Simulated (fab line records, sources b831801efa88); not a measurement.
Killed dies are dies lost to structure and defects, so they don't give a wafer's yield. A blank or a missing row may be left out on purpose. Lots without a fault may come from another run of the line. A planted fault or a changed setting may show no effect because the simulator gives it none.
fab line records | flow sky130
record lots=5 wafers=15 last_day=49
route steps=708 shown CAPM@542 METAL3@555 VIA3@573 PAD_OPEN@708
lots that met no fault: from a run of the same line without faults
start_h: hours from the record's first day to the start of the lot's first wafer shown | wait_h: hours since the lot's step before | " the same as in the row above | L1.1+2: a row that stands for several wafers | - no value, or no start given | * or withheld: withheld | < > ~ a bound
route shown NAME@n: a module of which the file shows steps, and the number in the route of the first | usual: mean/standard deviation of fault-free wafers | same: alike in all rows | chamber/n: place in a boat | sites: the reading at each site | _std_site: their standard deviation | _edge_site: outer sites' mean less inner sites' | radius_mm: how far each site lies from the wafer's centre | mask NAME#n: copy n | behind: the tool/chamber that last shaped the wafer | hold: why the lot was held/for how many hours/how that ended | device: the transistor (n, p or np) that didn't switch | end of line: the same wafers' tests at the end of the route | a step without rows: its recipe alone | killed: dies lost to structure and defects at the first sort, not the wafer's yield | map: a wafer's dies, x killed, . not, _ none there
set.NAME: the setting as run; set.NAME@STEP: as run at that earlier step | model.NAME: the simulator's own value behind a step, which no gauge read
lots at some steps of the route; a table a step, a row a wafer
services: from which hour (start_h, from the record's first day; less than 0 if before it) a tool's chamber was out of use, for how many hours, and why
## steps
# step SKY_CAPM_DEHYDRATE_05
# recipe temp_c=200 time_s=60
# step SKY_CAPM_HMDS_06
# recipe prime_time_s=60 prime_temp_c=120
# step SKY_CAPM_COAT_07
# recipe resist=NOVOLAK spin_rpm=3000 resist_thk_nm=1140
# step SKY_CAPM_SOFTBAKE_08
# recipe temp_c=90 time_s=60 resist=NOVOLAK
# step SKY_CAPM_EXPOSE_09
# recipe mask_id=CAPM na=0.6 source_shape=conventional sigma_outer=0.6 polarization=unpolarized target_cd_nm=1000 dose_mj=159
# step SKY_CAPM_PEB_10
# recipe temp_c=withheld time_s=* resist=NOVOLAK
# step SKY_CAPM_DEVELOP_11
# recipe resist=NOVOLAK developer=TMAH develop_time_s=60 dev_temp_c=23
# step SKY_CAPM_OVL_MEAS_12
# usual CAPM_OVL=0.1/1.4
# columns lot.wafer tool chamber start_h wait_h CAPM_OVL[nm]
L544.2 overlay-02 - 891.00 0.1 0.6
L544.4 " - " " 2.4
L544.5 " - " " 2.3
L554.4 overlay-01 - 974.62 0.1 1.6
L554.5 " - " " -0.7
L554.6 " - " " 0.8
L556.2 overlay-02 - 981.24 0.1 -0.1
L556.3 " - " " 0.1
L556.4 " - " " 0.1
L558.1 overlay-01 - 994.33 0.1 0.2
L558.2 " - " " -1.2
L558.4 " - " " -1.8
L559.1 overlay-01 - 998.75 0.1 1.0
L559.4 " - " " 1.1
L559.6 " - " " 0.3
# step SKY_CAPM_METAL_ETCH_13
# recipe target_depth_nm=220 stop_on=SiO2 chemistry=Cl2/BCl3 target=TiN pressure_mtorr=10 icp_w=900 bias_w=48.5 Cl2_flow_sccm=60 bcl3_flow_sccm=30 time_s=62.9
# usual drypump_motor_current_A=5.65/0.27 oes_product_au=0.943/0.0084 throttle_valve_pct=21.900/0.0099
# columns lot.wafer tool chamber start_h wait_h drypump_motor_current_A oes_product_au rf_hours_counter_h throttle_valve_pct
L544.2 rie_metal-01 1 891.06 0.0 5.11 0.945 - 21.896
L544.4 " 1 " " 5.10 0.955 - 21.897
L544.5 " 1 " " 5.08 0.946 - 21.901
L554.4 rie_metal-04 0 974.66 0.0 5.66 0.941 - 21.892
L554.5 " 0 " " 5.65 0.952 - 21.900
L554.6 " 1 " " 5.76 0.935 - 21.908
L556.2 rie_metal-04 1 981.27 0.0 5.75 0.956 8 21.894
L556.3 " 1 " " 5.74 0.945 - 21.893
L556.4 " 0 " " 5.65 0.939 - 21.915
L558.1 rie_metal-01 0 994.37 0.0 5.61 0.955 13 21.911
L558.2 " 1 " " 5.11 0.934 3 21.892
L558.4 " 1 " " 5.10 0.945 - 21.892
L559.1 rie_metal-01 1 998.78 0.0 5.11 0.949 3 21.903
L559.4 " 0 " " 5.60 0.929 - 21.901
L559.6 " 0 " " 5.61 0.921 - 21.915
# step SKY_CAPM_STRIP_14
# recipe chemistry=O2/N2 power_w=1400 pressure_mtorr=1500 platen_temp_c=withheld o2_flow_sccm=3000 n2_flow_sccm=300 overash_fraction=0.5
# usual drypump_motor_current_A=6.0/0.55 oes_product_au=0.710/0.0045 strip_time_to_endpoint_s=12.66/0.045
# columns lot.wafer tool chamber start_h wait_h drypump_motor_current_A oes_product_au rf_hours_counter_h strip_time_to_endpoint_s
L544.2 plasma_asher-02 1 891.19 0.1 6.6 0.713 81 12.65
L544.4 " 1 " " 6.6 0.702 - 12.63
L544.5 " 0 " " 5.1 0.709 - 12.68
L554.4 plasma_asher-03 1 974.74 0.1 5.7 0.716 - 12.60
L554.5 " 1 " " 5.7 0.719 - 12.60
L554.6 " 0 " " 6.0 0.711 - 12.69
L556.2 plasma_asher-02 0 981.34 0.1 5.1 0.711 90 12.63
L556.3 " 1 " " 6.6 0.715 - 12.60
L556.4 " 0 " " 5.1 0.704 - 12.57
L558.1 plasma_asher-03 1 994.44 0.1 5.8 0.703 22 12.61
L558.2 " 0 " " 6.0 0.714 22 12.62
L558.4 " 0 " " 6.1 0.707 - 12.62
L559.1 plasma_asher-02 1 998.86 0.1 6.6 0.700 91 12.65
L559.4 " 1 " " 6.6 0.708 - 12.61
L559.6 " 1 " " 6.6 0.709 - 12.64
# step SKY_CAPM_STRIP_15
# recipe chemistry=post_etch_residue_remover time_s=1200 temp_c=72.5
# step SKY_CAPM_CLEAN_16
# recipe chemistry=IPA time_s=180 temp_c=25
# step SKY_CAPM_CLEAN_17
# recipe chemistry=O3/DIW dry=n2_spin
# columns lot.wafer tool chamber start_h wait_h
L544.2+4+5 wet_bench-03 1 891.69 0.0
L554.4+5+6 wet_bench-04 0 975.21 0.0
L556.2+3+4 wet_bench-03 2 981.88 0.0
L558.1+2+4 wet_bench-04 2 994.95 0.0
L559.1+4+6 wet_bench-04 2 999.39 0.0
# step SKY_METAL3_DEHYDRATE_05
# recipe temp_c=200 time_s=60
# step SKY_METAL3_HMDS_06
# recipe prime_time_s=60 prime_temp_c=120
# step SKY_METAL3_COAT_07
# recipe resist=BARC temp_c=withheld time_s=withheld spin_rpm=3000 resist_thk_nm=60
# step SKY_METAL3_COAT_08
# recipe resist=KrF-thick spin_rpm=3000 resist_thk_nm=1140
# step SKY_METAL3_SOFTBAKE_09
# recipe temp_c=100 time_s=90 resist=KrF-thick
# step SKY_METAL3_EXPOSE_10
# recipe mask_id=MM3 na=0.68 source_shape=annular sigma_inner=0.4 sigma_outer=0.8 target_cd_nm=300 dose_mj=28
# step SKY_METAL3_PEB_11
# recipe peb_temp_c=withheld peb_time_s=withheld resist=KrF-thick
# step SKY_METAL3_DEVELOP_12
# recipe develop_time_s=60 resist=KrF-thick dev_temp_c=21
# step SKY_METAL3_CD_MEAS_13
# recipe target_cd_nm=300
# usual cd_nm=299.9/1.2
# columns lot.wafer tool chamber start_h wait_h cd_nm
L544.2 cd_sem-02 - 917.34 - 299.5
L544.4 " - " " 298.6
L544.5 " - " " 300.5
L554.4 cd_sem-02 - 999.16 - 301.4
L554.5 " - " " 300.8
L554.6 " - " " 300.7
L556.2 cd_sem-02 - 1005.75 - 299.9
L556.3 " - " " 297.7
L556.4 " - " " 299.6
L558.1 cd_sem-01 - 1018.33 - 299.0
L558.2 " - " " 299.4
L558.4 " - " " 299.2
L559.1 cd_sem-02 - 1023.28 - 299.1
L559.4 " - " " 299.0
L559.6 " - " " 298.5
# step SKY_METAL3_OVL_MEAS_14
# usual METAL3_OVL=2/4.8
# columns lot.wafer tool chamber start_h wait_h METAL3_OVL[nm]
L544.2 overlay-02 - 917.45 0.1 1
L544.4 " - " " 1
L544.5 " - " " 8
L554.4 overlay-02 - 999.24 0.1 5
L554.5 " - " " 1
L554.6 " - " " 2
L556.2 overlay-01 - 1005.86 0.1 5
L556.3 " - " " 3
L556.4 " - " " 1
L558.1 overlay-01 - 1018.45 0.1 2
L558.2 " - " " 1
L558.4 " - " " -6
L559.1 overlay-01 - 1023.40 0.1 7
L559.4 " - " " 0
L559.6 " - " " 5
# step SKY_METAL3_DESCUM_15
# recipe chemistry=O2 source_power_w=150 bias_power_w=0 pressure_mtorr=10 temp_c=40 time_s=8
# usual drypump_motor_current_A=5.8/0.39 oes_product_au=0.997/0.0092
# same bias_power_w=0
# columns lot.wafer tool chamber start_h wait_h drypump_motor_current_A oes_product_au rf_hours_counter_h
L544.2 rie_metal-01 1 917.48 0.0 5.1 0.995 20
L544.4 " 0 " " 5.6 0.989 -
L544.5 " 1 " " 5.1 1.002 -
L554.4 rie_metal-02 1 999.26 0.0 6.3 0.997 -
L554.5 " 1 " " 6.3 1.001 -
L554.6 " 0 " " 6.0 1.009 -
L556.2 rie_metal-02 0 1005.89 0.0 6.0 1.013 9
L556.3 " 0 " " 6.0 1.013 -
L556.4 " 1 " " 6.3 0.993 -
L558.1 rie_metal-04 0 1018.49 0.0 5.6 0.995 17
L558.2 " 1 " " 5.7 0.985 11
L558.4 " 0 " " 5.6 0.996 -
L559.1 rie_metal-01 0 1023.44 0.0 5.6 0.996 15
L559.4 " 0 " " 5.6 0.998 -
L559.6 " 0 " " 5.6 0.991 -
# step SKY_METAL3_ETCH_16
# recipe chemistry=N2/H2 target=BARC ion_energy_ev=200 bias_w=100 pressure_mtorr=30 n2_flow_sccm=100 h2_flow_sccm=200 icp_w=500 stop_on=SiO2 time_s=88.2 target_depth_a=600
# usual drypump_motor_current_A=5.8/0.39 oes_product_au=0.625/0.0046 throttle_valve_pct=13.205/0.0086
# columns lot.wafer tool chamber start_h wait_h drypump_motor_current_A oes_product_au rf_hours_counter_h throttle_valve_pct
L544.2 rie_metal-01 1 917.51 0.0 5.1 0.625 20 13.204
L544.4 " 0 " " 5.7 0.627 - 13.195
L544.5 " 1 " " 5.1 0.621 - 13.193
L554.4 rie_metal-02 1 999.32 0.0 6.3 0.624 - 13.206
L554.5 " 1 " " 6.3 0.633 - 13.204
L554.6 " 0 " " 6.0 0.627 - 13.205
L556.2 rie_metal-02 0 1005.92 0.0 6.0 0.621 9 13.204
L556.3 " 0 " " 6.0 0.623 - 13.204
L556.4 " 1 " " 6.4 0.623 - 13.205
L558.1 rie_metal-04 0 1018.52 0.0 5.7 0.629 17 13.201
L558.2 " 1 " " 5.8 0.623 11 13.197
L558.4 " 0 " " 5.7 0.632 - 13.218
L559.1 rie_metal-01 0 1023.47 0.0 5.6 0.629 15 13.205
L559.4 " 0 " " 5.7 0.625 - 13.198
L559.6 " 0 " " 5.6 0.623 - 13.190
# step SKY_METAL3_ETCH_17
# recipe target=SiO2 stop_on=TiN chemistry=C4F8/O2/Ar source_w=1500 bias_w=1200 pressure_mtorr=40 c4f8_flow_sccm=withheld O2_flow_sccm=6 Ar_flow_sccm=300 time_s=3.9 target_depth_a=150
# step SKY_METAL3_METAL_ETCH_18
# recipe target_depth_a=8450 stop_on=SiO2 over_etch_frac=0.3 time_s=183.1 chemistry=Cl2/BCl3 resist_sidewall_deg=88 pressure_mtorr=10 icp_w=900 bias_w=48.5 Cl2_flow_sccm=60 bcl3_flow_sccm=30
# step SKY_METAL3_STRIP_19
# recipe chemistry=O2/N2 power_w=1400 pressure_mtorr=1500 platen_temp_c=withheld o2_flow_sccm=3000 n2_flow_sccm=300 overash_fraction=0.5
# step SKY_METAL3_STRIP_20
# recipe chemistry=post_etch_residue_remover time_s=1200 temp_c=72.5
# step SKY_METAL3_CLEAN_21
# recipe chemistry=IPA time_s=180 temp_c=25
# step SKY_METAL3_CLEAN_22
# recipe chemistry=O3/DIW dry=n2_spin
# step SKY_VIA3_HDPCVD_00
# recipe material=SiO2 target_thk_nm=1635 sigma_open_frac=0.3 time_s=272.5 temp_c=400 sih4_flow_sccm=60 pressure_mtorr=6
# step SKY_VIA3_THK_MEAS_01
# recipe reads=SiO2_of_VIA3_HDPCVD_00
# usual VIA3_HDPCVD_THK=1632/20
# columns lot.wafer tool chamber start_h wait_h VIA3_HDPCVD_THK[nm]
L544.2 film_metro-04 - 918.58 0.1 1648
L544.4 " - " " 1626
L544.5 " - " " 1636
L554.4 film_metro-01 - 1000.38 0.0 1641
L554.5 " - " " 1656
L554.6 " - " " 1642
L556.2 film_metro-04 - 1006.98 0.1 1628
L556.3 " - " " 1629
L556.4 " - " " 1651
L558.1 film_metro-02 - 1019.57 0.1 1629
L558.2 " - " " 1632
L558.4 " - " " 1631
L559.1 film_metro-04 - 1024.52 0.1 1628
L559.4 " - " " 1598
L559.6 " - " " 1585
# step SKY_VIA3_CMP_02
# recipe material=SiO2 down_force_psi=4 platen_rpm=60 pad_velocity_m_s=0.94248
# usual motor_current_A=11.4/1.3 slurry_flow_ml_min=150.0/0.49
# columns lot.wafer tool chamber start_h wait_h motor_current_A slurry_flow_ml_min
L544.4 cmp-01 3 918.68 0.1 10.3 150.4
L544.2 " 1 " " 11.6 149.9
L544.5 " 2 " " 12.5 150.0
L554.4 cmp-01 1 1000.51 0.1 11.4 150.4
L554.6 " 3 " " 10.1 149.6
L554.5 " 0 " " 9.8 150.6
L556.3 cmp-01 3 1007.05 0.0 10.2 150.8
L556.2 " 0 " " 10.4 149.4
L556.4 " 1 " " 11.1 149.9
L558.2 cmp-01 2 1019.68 0.1 12.0 150.1
L558.1 " 3 " " 10.0 149.4
L558.4 " 0 " " 9.9 150.1
L559.1 cmp-02 3 1024.58 0.1 12.1 150.0
L559.4 " 1 " " 9.9 151.1
L559.6 " 3 " " 10.9 150.6
# step SKY_VIA3_BOW_MEAS_03
# recipe mode=bow
# usual VIA3_BOW=81/7.1
# columns lot.wafer tool chamber start_h wait_h VIA3_BOW[um]
L544.2 film_metro-01 - 918.95 0.1 87
L544.4 " - " " 94
L544.5 " - " " 95
L554.4 film_metro-02 - 1000.77 0.2 82
L554.5 " - " " 93
L554.6 " - " " 79
L556.2 film_metro-04 - 1007.37 0.2 82
L556.3 " - " " 75
L556.4 " - " " 75
L558.1 film_metro-02 - 1019.93 0.1 93
L558.2 " - " " 87
L558.4 " - " " 89
L559.1 film_metro-02 - 1024.88 0.2 82
L559.4 " - " " 86
L559.6 " - " " 84
# step SKY_VIA3_DEHYDRATE_04
# recipe temp_c=200 time_s=60
# step SKY_VIA3_HMDS_05
# recipe prime_time_s=60 prime_temp_c=120
# step SKY_VIA3_COAT_06
# recipe resist=BARC temp_c=withheld time_s=withheld spin_rpm=3000 resist_thk_nm=60
# step SKY_VIA3_COAT_07
# recipe resist=KrF-thick spin_rpm=3000 resist_thk_nm=450
# step SKY_VIA3_SOFTBAKE_08
# recipe temp_c=100 time_s=90 resist=KrF-thick
# step SKY_VIA3_EXPOSE_09
# recipe mask_id=VIM3 na=0.8 source_shape=annular sigma_inner=0.55 sigma_outer=0.85 target_cd_nm=200 dose_mj=38
# step SKY_VIA3_PEB_10
# recipe peb_temp_c=withheld peb_time_s=withheld resist=KrF-thick
# step SKY_PAD_OPEN_PROBE_99
# usual defect_limited_yield=82.3/2.2 killed_at_M0_to_M3=43/7.3 killed_at_M4_up=3.2/1.9 killed_at_contacts=25/5.4 killed_at_front_end=16/4.4 killed_at_other=0.4/0.66 killed_dies=87/11 killed_open=48/7.9 killed_short=39/6.5 sort_bin_3_pad_short=0.8/0.43 sort_bin_5_function=10.5/1.6 sort_bin_6_memory=6.4/1.2 sort_n_pass=405/11 sort_yield_pct=82.3/2.2
# same gross_dies=492 killed_at_back_side=0 sort_bin_4_leakage[%]=0 sort_bin_8_speed[%]=0
# columns lot.wafer tool chamber start_h wait_h defect_limited_yield[%] killed_at_M0_to_M3 killed_at_M4_up killed_at_contacts killed_at_front_end killed_at_other killed_dies killed_open killed_short sort_bin_3_pad_short[%] sort_bin_5_function[%] sort_bin_6_memory[%] sort_n_pass sort_yield_pct[%] model.etest.tester.sort_n_pass model.etest.tester.sort_yield_pct model.etest.tester.sort_bin_5_pct model.etest.tester.sort_bin_3_pct
L544.2 prober-02 - 1090.87 0.1 84.6 36 4 22 14 0 76 41 35 1.0 9.1 5.3 416 84.6 416 84.55 9.146 1.016
L544.4 prober-02 - 1090.97 0.2 84.6 34 5 20 17 0 76 46 28 0.6 8.5 6.3 416 84.6 416 84.55 8.537 0.6098
L544.5 prober-02 - 1091.02 0.2 83.5 43 5 20 12 1 81 36 44 0.2 8.9 7.3 411 83.5 411 83.54 8.943 0.2033
L554.4 prober-02 - 1159.92 0.2 72.4 48 2 19 11 56 136 46 34 5.3 14.6 7.7 356 72.4 356 72.36 14.63 5.285
L554.5 prober-02 - 1159.97 0.2 73.2 33 1 23 14 61 132 40 31 3.3 17.3 6.3 360 73.2 360 73.17 17.28 3.252
L554.6 prober-02 - 1160.02 0.2 71.3 32 4 28 12 65 141 39 37 3.0 17.1 8.5 351 71.3 351 71.34 17.07 3.049
L556.2 prober-02 - 1165.55 0.1 81.1 46 4 26 17 0 93 45 48 1.2 8.9 8.7 399 81.1 399 81.1 8.943 1.22
L556.3 prober-02 - 1165.60 0.2 79.9 50 6 22 21 0 99 57 42 0.8 12.2 7.1 393 79.9 393 79.88 12.2 0.813
L556.4 prober-02 - 1165.65 0.2 79.5 35 4 35 27 0 101 59 41 1.0 12.8 6.7 391 79.5 391 79.47 12.8 1.016
L558.1 prober-02 - 1174.83 0.1 83.5 42 5 24 10 0 81 42 39 0.8 9.8 5.9 411 83.5 411 83.54 9.756 0.813
L558.2 prober-02 - 1174.88 0.1 83.3 48 3 20 9 2 82 41 41 1.0 9.3 6.3 410 83.3 410 83.33 9.35 1.016
L558.4 prober-02 - 1174.98 0.2 83.5 32 2 27 20 0 81 50 31 0.6 9.6 6.3 411 83.5 411 83.54 9.553 0.6098
L559.1 prober-01 - 1178.44 0.1 82.7 42 4 18 20 1 85 48 37 1.0 10.4 5.9 407 82.7 407 82.72 10.37 1.016
# killed by level:class
L544.2 VIA3:geometric_particle:open=7 VIA1:geometric_particle:open=6 CONTACT:geometric_particle:open=6 CONTACT:geometric_particle:short=6 VIA2:geometric_particle:short=6 FIELD_ISO:geometric_particle:open=5 METAL2:geometric_particle:short=5 LOCAL_INTERCONNECT:geometric_particle:short=4
L544.4 LI_CONTACT:geometric_particle:open=10 VIA1:geometric_particle:open=8 VIA3:geometric_particle:open=6 VIA2:geometric_particle:open=6 CONTACT:geometric_particle:open=5 FIELD_ISO:geometric_particle:short=4 POLY_GATE:geometric_particle:short=4 VIA1:geometric_particle:short=4
L544.5 METAL2:geometric_particle:short=10 LI_CONTACT:geometric_particle:open=7 VIA1:geometric_particle:open=7 CONTACT:geometric_particle:short=6 METAL1:geometric_particle:short=6 VIA2:geometric_particle:open=5 VIA1:geometric_particle:short=5 FIELD_ISO:geometric_particle:short=4
L554.4 CAPM:unspecified=55 CONTACT:geometric_particle:open=9 VIA3:geometric_particle:open=8 VIA2:geometric_particle:open=8 VIA1:geometric_particle:open=7 METAL1:geometric_particle:short=6 METAL3:geometric_particle:short=6 FIELD_ISO:geometric_particle:short=4
L554.5 CAPM:unspecified=60 LI_CONTACT:geometric_particle:open=8 VIA3:geometric_particle:open=8 VIA1:geometric_particle:open=7 FIELD_ISO:geometric_particle:open=5 LOCAL_INTERCONNECT:geometric_particle:short=5 CONTACT:geometric_particle:open=5 VIA2:geometric_particle:open=4
L554.6 CAPM:unspecified=65 CONTACT:geometric_particle:open=9 LI_CONTACT:geometric_particle:open=8 FIELD_ISO:geometric_particle:short=7 VIA1:geometric_particle:open=6 CONTACT:geometric_particle:short=6 VIA2:geometric_particle:open=5 LOCAL_INTERCONNECT:geometric_particle:short=4
L556.2 CONTACT:geometric_particle:open=10 VIA3:geometric_particle:open=7 FIELD_ISO:geometric_particle:open=6 METAL2:geometric_particle:short=6 VIA1:geometric_particle:open=6 CONTACT:geometric_particle:short=6 METAL3:geometric_particle:short=6 VIA1:geometric_particle:short=6
L556.3 VIA1:geometric_particle:open=11 VIA2:geometric_particle:open=9 POLY_GATE:geometric_particle:short=7 LI_CONTACT:geometric_particle:open=7 VIA3:geometric_particle:open=7 POLY_GATE:geometric_particle:open=6 CONTACT:geometric_particle:open=6 CONTACT:geometric_particle:short=5
L556.4 FIELD_ISO:geometric_particle:open=11 CONTACT:geometric_particle:open=11 LOCAL_INTERCONNECT:geometric_particle:short=10 FIELD_ISO:geometric_particle:short=7 LI_CONTACT:geometric_particle:open=7 VIA2:geometric_particle:open=7 VIA3:geometric_particle:open=7 POLY_GATE:geometric_particle:open=5
L558.1 CONTACT:geometric_particle:short=8 LI_CONTACT:geometric_particle:open=7 METAL1:geometric_particle:short=7 VIA1:geometric_particle:open=7 FIELD_ISO:geometric_particle:open=6 VIA1:geometric_particle:short=6 VIA2:geometric_particle:open=6 VIA3:geometric_particle:open=6
L558.2 CONTACT:geometric_particle:open=9 VIA3:geometric_particle:open=8 VIA2:geometric_particle:open=7 CONTACT:geometric_particle:short=6 METAL1:geometric_particle:short=6 METAL2:geometric_particle:short=5 LOCAL_INTERCONNECT:geometric_particle:short=4 METAL1:geometric_particle:open=4
L558.4 VIA2:geometric_particle:open=10 POLY_GATE:geometric_particle:open=8 VIA3:geometric_particle:open=8 FIELD_ISO:geometric_particle:short=7 CONTACT:geometric_particle:open=7 CONTACT:geometric_particle:short=6 LI_CONTACT:geometric_particle:open=4 LOCAL_INTERCONNECT:geometric_particle:short=4
L559.1 VIA1:geometric_particle:open=15 CONTACT:geometric_particle:open=9 METAL1:geometric_particle:short=8 FIELD_ISO:geometric_particle:short=6 FIELD_ISO:geometric_particle:open=5 METAL2:geometric_particle:short=5 LI_CONTACT:geometric_particle:open=5 VIA1:geometric_particle:short=5
# map L554.6 (x killed, . not)
__________x.x..x...x_________
________.............._______
______....x......x.x...._____
_____.x...x....xx.xxx.x..____
____...........xxxxxxxx...___
___.xx..x.....xxxxxxxx..xx.__
__x.....xx..x.xxxxxxxxx....._
_.x.x........xxxxxxxxxxx...x.
_x...x......x.xxxxxxxxxxx..xx
_............xxxxxxxx.....x..
_..........x...xxxxxx.x......
_.........x...x..xxx.......x.
_.xx....x..xxx.....x.........
_.x...x...x..................
_....x......x......xx........
__..x..x...........x........_
___..xx.....x...xx......xx.__
____.......x.x...........x___
_____.xx.x....x..........____
______........xx..x..x.._____
________.............._______
__________xx.x.....x_________
# map L558.2 (x killed, . not)
__________.x.xx.x..._________
________.......x......_______
______........x........._____
_____...x.............x..____
____.x....x.....x.......x.___
___..x.......xx...x.......x__
__.x.........x............x._
_x.....xx................x...
_............x.xx..x.........
_............xx..........x...
_x....x.....x.x.........x..xx
_..xx....x...x..........x....
_x..x.....xx...........xx....
_.x...................x......
_.x...x.................x....
__xx.x..xx.....x...........x_
___x..x.x.x...x..........x.__
____...x....x.....x...xx.x___
_____x........x..........____
______.......x.x..x.x..._____
________.......x.x...x_______
__________.........._________
## services
# columns tool chamber start_h hours kind
rie_metal-02 1 879.27 - clean
rie_metal-02 1 879.27 30.8 scheduled_down
rie_metal-02 1 879.27 30.8 vent_cycle
cmp-01 - 902.00 2.3 repair
cmp-02 - 909.80 6.0 pm
cmp-02 - 915.81 4.0 pm
cmp-02 - 919.81 - consumable_replace:conditioner
cmp-02 - 919.81 - consumable_replace:pad
rie_metal-01 1 935.49 - clean
rie_metal-01 1 935.49 11.9 scheduled_down
rie_metal-01 1 935.49 11.9 vent_cycle
rie_metal-02 0 969.77 6.8 repair
cmp-02 - 984.72 4.3 pm
rie_metal-01 - 996.34 1.4 pm
plasma_asher-02 - 1015.64 0.8 repair
plasma_asher-02 - 1018.76 2.8 pm
cmp-02 - 1019.97 1.2 repair
## key
first_sign step=SKY_PAD_OPEN_PROBE_99 reading=killed_at_other direction=up sigmas=60 usual=0.4 struck=60.7
effect step=SKY_PAD_OPEN_PROBE_99 reading=sort_bin_3_pad_short direction=up sigmas=7 usual=0.8 struck=3.9
model_effect step=SKY_PAD_OPEN_PROBE_99 value=etest.tester.sort_n_pass without=406.7 struck=355.7
met_at SKY_CAPM_CLEAN_17
struck_wafers L554.4,L554.5,L554.6
fault kind=chamber_particle_source tool=wet_bench-04 chamber=0 onset_h=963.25 steps=SKY_CAPM_CLEAN_17 rate_per_visit_cm2=1.1593 end_h=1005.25
